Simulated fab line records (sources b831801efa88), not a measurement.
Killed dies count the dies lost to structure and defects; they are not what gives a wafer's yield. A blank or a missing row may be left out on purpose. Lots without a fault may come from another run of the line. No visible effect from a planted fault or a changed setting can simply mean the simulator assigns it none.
fab line records / flow gf180mcu / part 2 of 2: steps 27 to 35 of 35
record: lots: 5 wafers: 15 last-day: 34
route steps=602 shown STI@8 DNWELL@32 NWELL@42
lots with no fault: from the same line, run without faults
start-h: the number of hours between the record's first day and the start of the first shown wafer of the lot / wait-h: how many hours have passed since the lot's step before this one / " repeats the value in the row above / L1.1+2: a single row standing in for several wafers / - value missing, or start not given / * or withheld: withheld / < > ~ a bound
route shown NAME@n: NAME is a module with steps in the file, n the number in the route of the first one / usual: mean/standard deviation taken from wafers without a fault / same: alike in all rows / chamber/n: place in a boat / sites: per-site readings / _std_site: their standard deviation / _edge_site: outer sites' mean less inner sites' / radius-mm: for every site, how far away it sits from the centre of the wafer / mask NAME#n: copy n / behind: the most recent tool/chamber to have shaped the wafer / hold: the reason the lot was held/the length of the hold in hours/how it ended / device: the n, p or np transistor that did not switch / end of line: the tests these same wafers got at the end of their route / for a step that has no rows: nothing shown but its recipe / killed: count of dies lost to structure and defects at first sort (not the wafer's yield) / map: dies across one wafer; x = killed, . = not, _ = none there
set.NAME: the setting as run; set.NAME@STEP: as run at that earlier step / model.NAME: the simulator's own value behind a step, which no gauge read
a table for each step, a row for each wafer; lots at some steps of the route
services: a tool's chamber out of use, with start hour (start-h, from the record's first day; less than 0 if before it), hours out, and reason
== steps ==
step: GF_DNWELL_COAT_02
recipe: spin-rpm: 2000 resist-thk-nm: 3000
usual: chill-plate-temp-C: 22.99/0.11
lot.wafer=L076.2 tool=litho-track-04 chamber=0 start-h=46.39 wait-h=0.1 chill-plate-temp-C=23.00
lot.wafer=L076.4 tool=litho-track-04 chamber=0 start-h=46.39 wait-h=0.1 chill-plate-temp-C=23.09
lot.wafer=L076.5 tool=litho-track-04 chamber=0 start-h=46.39 wait-h=0.1 chill-plate-temp-C=23.14
lot.wafer=L079.2 tool=litho-track-03 chamber=0 start-h=63.52 wait-h=0.1 chill-plate-temp-C=22.93
lot.wafer=L079.4 tool=litho-track-03 chamber=0 start-h=63.52 wait-h=0.1 chill-plate-temp-C=22.80
lot.wafer=L079.6 tool=litho-track-03 chamber=0 start-h=63.52 wait-h=0.1 chill-plate-temp-C=22.71
lot.wafer=L083.2 tool=litho-track-01 chamber=0 start-h=84.05 wait-h=0.1 chill-plate-temp-C=22.81
lot.wafer=L083.3 tool=litho-track-01 chamber=0 start-h=84.05 wait-h=0.1 chill-plate-temp-C=22.91
lot.wafer=L083.5 tool=litho-track-01 chamber=0 start-h=84.05 wait-h=0.1 chill-plate-temp-C=22.82
lot.wafer=L094.1 tool=litho-track-04 chamber=0 start-h=144.52 wait-h=0.1 chill-plate-temp-C=22.97
lot.wafer=L094.3 tool=litho-track-04 chamber=0 start-h=144.52 wait-h=0.1 chill-plate-temp-C=23.11
lot.wafer=L094.5 tool=litho-track-04 chamber=0 start-h=144.52 wait-h=0.1 chill-plate-temp-C=22.90
lot.wafer=L096.2 tool=litho-track-01 chamber=0 start-h=150.80 wait-h=0.1 chill-plate-temp-C=23.16
lot.wafer=L096.4 tool=litho-track-01 chamber=0 start-h=150.80 wait-h=0.1 chill-plate-temp-C=22.98
lot.wafer=L096.5 tool=litho-track-01 chamber=0 start-h=150.80 wait-h=0.1 chill-plate-temp-C=23.14
step: GF_DNWELL_SOFTBAKE_03
recipe: temp-c: 110 time-s: withheld
usual: chill-plate-temp-C: 22.98/0.1
lot.wafer=L076.2 tool=litho-track-04 chamber=0 start-h=46.55 wait-h=0.1 chill-plate-temp-C=22.91
lot.wafer=L076.4 tool=litho-track-04 chamber=0 start-h=46.55 wait-h=0.1 chill-plate-temp-C=23.03
lot.wafer=L076.5 tool=litho-track-04 chamber=0 start-h=46.55 wait-h=0.1 chill-plate-temp-C=22.94
lot.wafer=L079.2 tool=litho-track-03 chamber=0 start-h=63.68 wait-h=0.1 chill-plate-temp-C=23.08
lot.wafer=L079.4 tool=litho-track-03 chamber=0 start-h=63.68 wait-h=0.1 chill-plate-temp-C=23.08
lot.wafer=L079.6 tool=litho-track-03 chamber=0 start-h=63.68 wait-h=0.1 chill-plate-temp-C=23.07
lot.wafer=L083.2 tool=litho-track-01 chamber=0 start-h=84.21 wait-h=0.1 chill-plate-temp-C=23.04
lot.wafer=L083.3 tool=litho-track-01 chamber=0 start-h=84.21 wait-h=0.1 chill-plate-temp-C=23.09
lot.wafer=L083.5 tool=litho-track-01 chamber=0 start-h=84.21 wait-h=0.1 chill-plate-temp-C=23.03
lot.wafer=L094.1 tool=litho-track-04 chamber=0 start-h=144.67 wait-h=0.1 chill-plate-temp-C=23.08
lot.wafer=L094.3 tool=litho-track-04 chamber=0 start-h=144.67 wait-h=0.1 chill-plate-temp-C=23.12
lot.wafer=L094.5 tool=litho-track-04 chamber=0 start-h=144.67 wait-h=0.1 chill-plate-temp-C=23.00
lot.wafer=L096.2 tool=litho-track-01 chamber=0 start-h=150.96 wait-h=0.1 chill-plate-temp-C=22.88
lot.wafer=L096.4 tool=litho-track-01 chamber=0 start-h=150.96 wait-h=0.1 chill-plate-temp-C=22.89
lot.wafer=L096.5 tool=litho-track-01 chamber=0 start-h=150.96 wait-h=0.1 chill-plate-temp-C=22.72
step: GF_DNWELL_EXPOSE_04
recipe: mask-id: DNWELL target-cd-nm: 1700 na: 0.6 source-shape: conventional sigma-outer: 0.6 dose-mj: 260
usual: exposure-dose-mJ-cm2: 259.96/0.26
lot.wafer=L076.2 tool=iline-stepper-02 chamber=0 start-h=- wait-h=- mask=DNWELL#0 exposure-dose-mJ-cm2=259.84
lot.wafer=L076.4 tool=iline-stepper-02 chamber=0 start-h=- wait-h=- mask=DNWELL#0 exposure-dose-mJ-cm2=259.57
lot.wafer=L076.5 tool=iline-stepper-02 chamber=0 start-h=- wait-h=- mask=DNWELL#0 exposure-dose-mJ-cm2=259.63
lot.wafer=L079.2 tool=iline-stepper-01 chamber=0 start-h=- wait-h=- mask=DNWELL#0 exposure-dose-mJ-cm2=260.12
lot.wafer=L079.4 tool=iline-stepper-01 chamber=0 start-h=- wait-h=- mask=DNWELL#0 exposure-dose-mJ-cm2=259.72
lot.wafer=L079.6 tool=iline-stepper-01 chamber=0 start-h=- wait-h=- mask=DNWELL#0 exposure-dose-mJ-cm2=260.06
lot.wafer=L083.2 tool=iline-stepper-02 chamber=0 start-h=- wait-h=- mask=DNWELL#0 exposure-dose-mJ-cm2=259.81
lot.wafer=L083.3 tool=iline-stepper-02 chamber=0 start-h=- wait-h=- mask=DNWELL#0 exposure-dose-mJ-cm2=259.82
lot.wafer=L083.5 tool=iline-stepper-02 chamber=0 start-h=- wait-h=- mask=DNWELL#0 exposure-dose-mJ-cm2=260.05
lot.wafer=L094.1 tool=iline-stepper-02 chamber=0 start-h=- wait-h=- mask=DNWELL#0 exposure-dose-mJ-cm2=259.79
lot.wafer=L094.3 tool=iline-stepper-02 chamber=0 start-h=- wait-h=- mask=DNWELL#0 exposure-dose-mJ-cm2=260.13
lot.wafer=L094.5 tool=iline-stepper-02 chamber=0 start-h=- wait-h=- mask=DNWELL#0 exposure-dose-mJ-cm2=260.39
lot.wafer=L096.2 tool=iline-stepper-01 chamber=0 start-h=- wait-h=- mask=DNWELL#0 exposure-dose-mJ-cm2=259.46
lot.wafer=L096.4 tool=iline-stepper-01 chamber=0 start-h=- wait-h=- mask=DNWELL#0 exposure-dose-mJ-cm2=259.61
lot.wafer=L096.5 tool=iline-stepper-01 chamber=0 start-h=- wait-h=- mask=DNWELL#0 exposure-dose-mJ-cm2=259.69
step: GF_DNWELL_PEB_05
recipe: temp-c: 115 time-s: withheld
usual: chill-plate-temp-C: 23.00/0.11
lot.wafer=L076.2 tool=litho-track-01 chamber=0 start-h=- wait-h=- chill-plate-temp-C=23.00
lot.wafer=L076.4 tool=litho-track-01 chamber=0 start-h=- wait-h=- chill-plate-temp-C=22.91
lot.wafer=L076.5 tool=litho-track-01 chamber=0 start-h=- wait-h=- chill-plate-temp-C=22.86
lot.wafer=L079.2 tool=litho-track-04 chamber=0 start-h=- wait-h=- chill-plate-temp-C=22.90
lot.wafer=L079.4 tool=litho-track-04 chamber=0 start-h=- wait-h=- chill-plate-temp-C=23.00
lot.wafer=L079.6 tool=litho-track-04 chamber=0 start-h=- wait-h=- chill-plate-temp-C=23.08
lot.wafer=L083.2 tool=litho-track-04 chamber=0 start-h=- wait-h=- chill-plate-temp-C=22.97
lot.wafer=L083.3 tool=litho-track-04 chamber=0 start-h=- wait-h=- chill-plate-temp-C=23.03
lot.wafer=L083.5 tool=litho-track-04 chamber=0 start-h=- wait-h=- chill-plate-temp-C=22.76
lot.wafer=L094.1 tool=litho-track-04 chamber=0 start-h=- wait-h=- chill-plate-temp-C=23.01
lot.wafer=L094.3 tool=litho-track-04 chamber=0 start-h=- wait-h=- chill-plate-temp-C=23.10
lot.wafer=L094.5 tool=litho-track-04 chamber=0 start-h=- wait-h=- chill-plate-temp-C=22.99
lot.wafer=L096.2 tool=litho-track-03 chamber=0 start-h=- wait-h=- chill-plate-temp-C=22.97
lot.wafer=L096.4 tool=litho-track-03 chamber=0 start-h=- wait-h=- chill-plate-temp-C=23.07
lot.wafer=L096.5 tool=litho-track-03 chamber=0 start-h=- wait-h=- chill-plate-temp-C=23.01
step: GF_DNWELL_DEVELOP_06
recipe: wall-angle-deg: 90 develop-time-s: 60 dev-temp-c: 23
usual: chill-plate-temp-C: 22.99/0.11
lot.wafer=L076.2 tool=litho-track-01 chamber=0 start-h=- wait-h=- chill-plate-temp-C=23.13
lot.wafer=L076.4 tool=litho-track-01 chamber=0 start-h=- wait-h=- chill-plate-temp-C=22.98
lot.wafer=L076.5 tool=litho-track-01 chamber=0 start-h=- wait-h=- chill-plate-temp-C=23.07
lot.wafer=L079.2 tool=litho-track-04 chamber=0 start-h=- wait-h=- chill-plate-temp-C=23.01
lot.wafer=L079.4 tool=litho-track-04 chamber=0 start-h=- wait-h=- chill-plate-temp-C=23.14
lot.wafer=L079.6 tool=litho-track-04 chamber=0 start-h=- wait-h=- chill-plate-temp-C=22.98
lot.wafer=L083.2 tool=litho-track-04 chamber=0 start-h=- wait-h=- chill-plate-temp-C=22.85
lot.wafer=L083.3 tool=litho-track-04 chamber=0 start-h=- wait-h=- chill-plate-temp-C=22.83
lot.wafer=L083.5 tool=litho-track-04 chamber=0 start-h=- wait-h=- chill-plate-temp-C=22.85
lot.wafer=L094.1 tool=litho-track-04 chamber=0 start-h=- wait-h=- chill-plate-temp-C=23.24
lot.wafer=L094.3 tool=litho-track-04 chamber=0 start-h=- wait-h=- chill-plate-temp-C=22.93
lot.wafer=L094.5 tool=litho-track-04 chamber=0 start-h=- wait-h=- chill-plate-temp-C=22.94
lot.wafer=L096.2 tool=litho-track-03 chamber=0 start-h=- wait-h=- chill-plate-temp-C=23.02
lot.wafer=L096.4 tool=litho-track-03 chamber=0 start-h=- wait-h=- chill-plate-temp-C=23.06
lot.wafer=L096.5 tool=litho-track-03 chamber=0 start-h=- wait-h=- chill-plate-temp-C=22.99
step: GF_DNWELL_IMPLANT_07
recipe: species: P energy-kev: 1500 dose-cm2: 1e+13 tilt-deg: 0
usual: dose-ions-cm2: 9.998e+12/1.1e+10
lot.wafer=L076.2 tool=implanter-01 chamber=0 start-h=53.00 wait-h=- dose-ions-cm2=1.0002e+13
lot.wafer=L076.4 tool=implanter-01 chamber=0 start-h=53.00 wait-h=- dose-ions-cm2=1.0022e+13
lot.wafer=L076.5 tool=implanter-01 chamber=0 start-h=53.00 wait-h=- dose-ions-cm2=1.0006e+13
lot.wafer=L079.2 tool=implanter-01 chamber=0 start-h=70.29 wait-h=- dose-ions-cm2=9.994e+12
lot.wafer=L079.4 tool=implanter-01 chamber=0 start-h=70.29 wait-h=- dose-ions-cm2=9.997e+12
lot.wafer=L079.6 tool=implanter-01 chamber=0 start-h=70.29 wait-h=- dose-ions-cm2=9.989e+12
lot.wafer=L083.2 tool=implanter-01 chamber=0 start-h=91.09 wait-h=- dose-ions-cm2=1.0007e+13
lot.wafer=L083.3 tool=implanter-01 chamber=0 start-h=91.09 wait-h=- dose-ions-cm2=9.996e+12
lot.wafer=L083.5 tool=implanter-01 chamber=0 start-h=91.09 wait-h=- dose-ions-cm2=9.996e+12
lot.wafer=L094.1 tool=implanter-02 chamber=0 start-h=152.17 wait-h=- dose-ions-cm2=1.0018e+13
lot.wafer=L094.3 tool=implanter-02 chamber=0 start-h=152.17 wait-h=- dose-ions-cm2=1.0001e+13
lot.wafer=L094.5 tool=implanter-02 chamber=0 start-h=152.17 wait-h=- dose-ions-cm2=9.995e+12
lot.wafer=L096.2 tool=implanter-02 chamber=0 start-h=159.27 wait-h=- dose-ions-cm2=9.993e+12
lot.wafer=L096.4 tool=implanter-02 chamber=0 start-h=159.27 wait-h=- dose-ions-cm2=9.982e+12
lot.wafer=L096.5 tool=implanter-02 chamber=0 start-h=159.27 wait-h=- dose-ions-cm2=9.991e+12
step: GF_DNWELL_STRIP_08
recipe: chemistry: O2/N2 power-w: 1400 pressure-mtorr: 1500 platen-temp-c: 250 o2-flow-sccm: 3000 n2-flow-sccm: 300 overash-fraction: 0.5
usual: drypump-motor-current-A: 5.7/0.52 heater-power-w: 313/49 oes-product-au: 0.723/0.0044 strip-time-to-endpoint-s: 37.01/0.12
lot.wafer=L076.2 tool=plasma-asher-02 chamber=0 start-h=53.12 wait-h=0.1 drypump-motor-current-A=6.3 heater-power-w=308 oes-product-au=0.725 rf-hours-counter-h=41 strip-time-to-endpoint-s=36.69
lot.wafer=L076.4 tool=plasma-asher-02 chamber=1 start-h=53.12 wait-h=0.1 drypump-motor-current-A=5.6 heater-power-w=288 oes-product-au=0.719 rf-hours-counter-h=- strip-time-to-endpoint-s=36.84
lot.wafer=L076.5 tool=plasma-asher-02 chamber=1 start-h=53.12 wait-h=0.1 drypump-motor-current-A=5.5 heater-power-w=286 oes-product-au=0.722 rf-hours-counter-h=- strip-time-to-endpoint-s=36.83
lot.wafer=L079.2 tool=plasma-asher-02 chamber=1 start-h=70.42 wait-h=0.1 drypump-motor-current-A=5.5 heater-power-w=278 oes-product-au=0.720 rf-hours-counter-h=43 strip-time-to-endpoint-s=36.96
lot.wafer=L079.4 tool=plasma-asher-02 chamber=1 start-h=70.42 wait-h=0.1 drypump-motor-current-A=5.5 heater-power-w=286 oes-product-au=0.724 rf-hours-counter-h=- strip-time-to-endpoint-s=37.03
lot.wafer=L079.6 tool=plasma-asher-02 chamber=0 start-h=70.42 wait-h=0.1 drypump-motor-current-A=6.3 heater-power-w=317 oes-product-au=0.727 rf-hours-counter-h=- strip-time-to-endpoint-s=36.88
lot.wafer=L083.2 tool=plasma-asher-03 chamber=1 start-h=91.22 wait-h=0.1 drypump-motor-current-A=6.5 heater-power-w=329 oes-product-au=0.723 rf-hours-counter-h=47 strip-time-to-endpoint-s=37.05
lot.wafer=L083.3 tool=plasma-asher-03 chamber=0 start-h=91.22 wait-h=0.1 drypump-motor-current-A=6.0 heater-power-w=443 oes-product-au=0.720 rf-hours-counter-h=- strip-time-to-endpoint-s=37.05
lot.wafer=L083.5 tool=plasma-asher-03 chamber=0 start-h=91.22 wait-h=0.1 drypump-motor-current-A=6.0 heater-power-w=446 oes-product-au=0.725 rf-hours-counter-h=- strip-time-to-endpoint-s=37.11
lot.wafer=L094.1 tool=plasma-asher-03 chamber=1 start-h=152.32 wait-h=0.1 drypump-motor-current-A=6.5 heater-power-w=339 oes-product-au=0.722 rf-hours-counter-h=53 strip-time-to-endpoint-s=36.98
lot.wafer=L094.3 tool=plasma-asher-03 chamber=1 start-h=152.32 wait-h=0.1 drypump-motor-current-A=6.5 heater-power-w=337 oes-product-au=0.731 rf-hours-counter-h=- strip-time-to-endpoint-s=37.04
lot.wafer=L094.5 tool=plasma-asher-03 chamber=1 start-h=152.32 wait-h=0.1 drypump-motor-current-A=6.5 heater-power-w=341 oes-product-au=0.732 rf-hours-counter-h=- strip-time-to-endpoint-s=37.07
lot.wafer=L096.2 tool=plasma-asher-01 chamber=1 start-h=159.39 wait-h=0.1 drypump-motor-current-A=4.9 heater-power-w=300 oes-product-au=0.718 rf-hours-counter-h=50 strip-time-to-endpoint-s=37.13
lot.wafer=L096.4 tool=plasma-asher-01 chamber=0 start-h=159.39 wait-h=0.1 drypump-motor-current-A=5.5 heater-power-w=267 oes-product-au=0.719 rf-hours-counter-h=- strip-time-to-endpoint-s=37.08
lot.wafer=L096.5 tool=plasma-asher-01 chamber=1 start-h=159.39 wait-h=0.1 drypump-motor-current-A=4.9 heater-power-w=294 oes-product-au=0.715 rf-hours-counter-h=- strip-time-to-endpoint-s=37.16
step: GF_DNWELL_TW_MEAS_09
usual: DNWELL_TW: 1354/16
lot.wafer=L076.2 tool=film-metro-01 chamber=- start-h=53.23 wait-h=0.1 DNWELL_TW=1339
lot.wafer=L076.4 tool=film-metro-01 chamber=- start-h=53.23 wait-h=0.1 DNWELL_TW=1340
lot.wafer=L076.5 tool=film-metro-01 chamber=- start-h=53.23 wait-h=0.1 DNWELL_TW=1332
lot.wafer=L079.2 tool=film-metro-04 chamber=- start-h=70.53 wait-h=0.1 DNWELL_TW=1373
lot.wafer=L079.4 tool=film-metro-04 chamber=- start-h=70.53 wait-h=0.1 DNWELL_TW=1378
lot.wafer=L079.6 tool=film-metro-04 chamber=- start-h=70.53 wait-h=0.1 DNWELL_TW=1378
lot.wafer=L083.2 tool=film-metro-02 chamber=- start-h=91.33 wait-h=0.1 DNWELL_TW=1366
lot.wafer=L083.3 tool=film-metro-02 chamber=- start-h=91.33 wait-h=0.1 DNWELL_TW=1369
lot.wafer=L083.5 tool=film-metro-02 chamber=- start-h=91.33 wait-h=0.1 DNWELL_TW=1369
lot.wafer=L094.1 tool=film-metro-04 chamber=- start-h=152.42 wait-h=0.1 DNWELL_TW=1371
lot.wafer=L094.3 tool=film-metro-04 chamber=- start-h=152.42 wait-h=0.1 DNWELL_TW=1366
lot.wafer=L094.5 tool=film-metro-04 chamber=- start-h=152.42 wait-h=0.1 DNWELL_TW=1359
lot.wafer=L096.2 tool=film-metro-02 chamber=- start-h=159.50 wait-h=0.1 DNWELL_TW=1381
lot.wafer=L096.4 tool=film-metro-02 chamber=- start-h=159.50 wait-h=0.1 DNWELL_TW=1371
lot.wafer=L096.5 tool=film-metro-02 chamber=- start-h=159.50 wait-h=0.1 DNWELL_TW=1370
step: GF_NWELL_DEHYDRATE_00
recipe: temp-c: 200 time-s: 60
usual: chill-plate-temp-C: 23.01/0.097
lot.wafer=L076.2 tool=litho-track-01 chamber=0 start-h=58.95 wait-h=5.7 chill-plate-temp-C=23.12
lot.wafer=L076.4 tool=litho-track-01 chamber=0 start-h=58.95 wait-h=5.7 chill-plate-temp-C=23.05
lot.wafer=L076.5 tool=litho-track-01 chamber=0 start-h=58.95 wait-h=5.7 chill-plate-temp-C=23.16
lot.wafer=L079.2 tool=litho-track-01 chamber=0 start-h=76.70 wait-h=6.2 chill-plate-temp-C=22.94
lot.wafer=L079.4 tool=litho-track-01 chamber=0 start-h=76.70 wait-h=6.2 chill-plate-temp-C=23.10
lot.wafer=L079.6 tool=litho-track-01 chamber=0 start-h=76.70 wait-h=6.2 chill-plate-temp-C=23.01
lot.wafer=L083.2 tool=litho-track-03 chamber=0 start-h=98.17 wait-h=6.8 chill-plate-temp-C=23.02
lot.wafer=L083.3 tool=litho-track-03 chamber=0 start-h=98.17 wait-h=6.8 chill-plate-temp-C=23.12
lot.wafer=L083.5 tool=litho-track-03 chamber=0 start-h=98.17 wait-h=6.8 chill-plate-temp-C=23.07
lot.wafer=L094.1 tool=litho-track-03 chamber=0 start-h=159.89 wait-h=7.5 chill-plate-temp-C=23.08
lot.wafer=L094.3 tool=litho-track-03 chamber=0 start-h=159.89 wait-h=7.5 chill-plate-temp-C=23.01
lot.wafer=L094.5 tool=litho-track-03 chamber=0 start-h=159.89 wait-h=7.5 chill-plate-temp-C=23.09
lot.wafer=L096.2 tool=litho-track-02 chamber=0 start-h=166.36 wait-h=6.8 chill-plate-temp-C=23.02
lot.wafer=L096.4 tool=litho-track-02 chamber=0 start-h=166.36 wait-h=6.8 chill-plate-temp-C=22.88
lot.wafer=L096.5 tool=litho-track-02 chamber=0 start-h=166.36 wait-h=6.8 chill-plate-temp-C=22.99
== services ==
tool=iline-stepper-02 chamber=- start-h=13.37 hours=4.4 kind=pm
tool=cmp-01 chamber=- start-h=16.78 hours=0.4 kind=repair
tool=krf-scanner-01 chamber=- start-h=19.29 hours=0.8 kind=repair
tool=plasma-asher-03 chamber=- start-h=28.61 hours=0.6 kind=repair
tool=hdpcvd-01 chamber=- start-h=29.34 hours=2.0 kind=repair
tool=rie-diel-04 chamber=3 start-h=31.96 hours=6.9 kind=repair
tool=rie-diel-04 chamber=- start-h=42.58 hours=0.7 kind=repair
tool=rie-diel-04 chamber=- start-h=43.67 hours=4.3 kind=pm
tool=furnace-01 chamber=- start-h=73.82 hours=4.8 kind=pm
tool=cmp-02 chamber=- start-h=101.24 hours=1.7 kind=repair
tool=furnace-02 chamber=- start-h=104.95 hours=4.0 kind=pm
tool=rie-si-01 chamber=3 start-h=105.87 hours=1.9 kind=repair
tool=krf-scanner-02 chamber=- start-h=108.33 hours=2.1 kind=repair
tool=implanter-01 chamber=- start-h=111.49 hours=1.3 kind=repair
tool=plasma-asher-03 chamber=- start-h=126.66 hours=8.8 kind=repair
tool=krf-scanner-02 chamber=- start-h=130.30 hours=1.0 kind=pm
tool=rie-diel-04 chamber=- start-h=131.82 hours=0.7 kind=repair
tool=furnace-02 chamber=- start-h=132.12 hours=3.8 kind=pm
tool=iline-stepper-02 chamber=- start-h=135.83 hours=8.9 kind=pm
tool=cmp-02 chamber=- start-h=151.70 hours=8.0 kind=pm
tool=krf-scanner-02 chamber=- start-h=152.09 hours=1.3 kind=pm
tool=iline-stepper-02 chamber=- start-h=152.91 hours=2.1 kind=pm
tool=krf-scanner-02 chamber=- start-h=155.76 hours=0.8 kind=pm
tool=plasma-asher-03 chamber=- start-h=162.32 hours=0.4 kind=repair
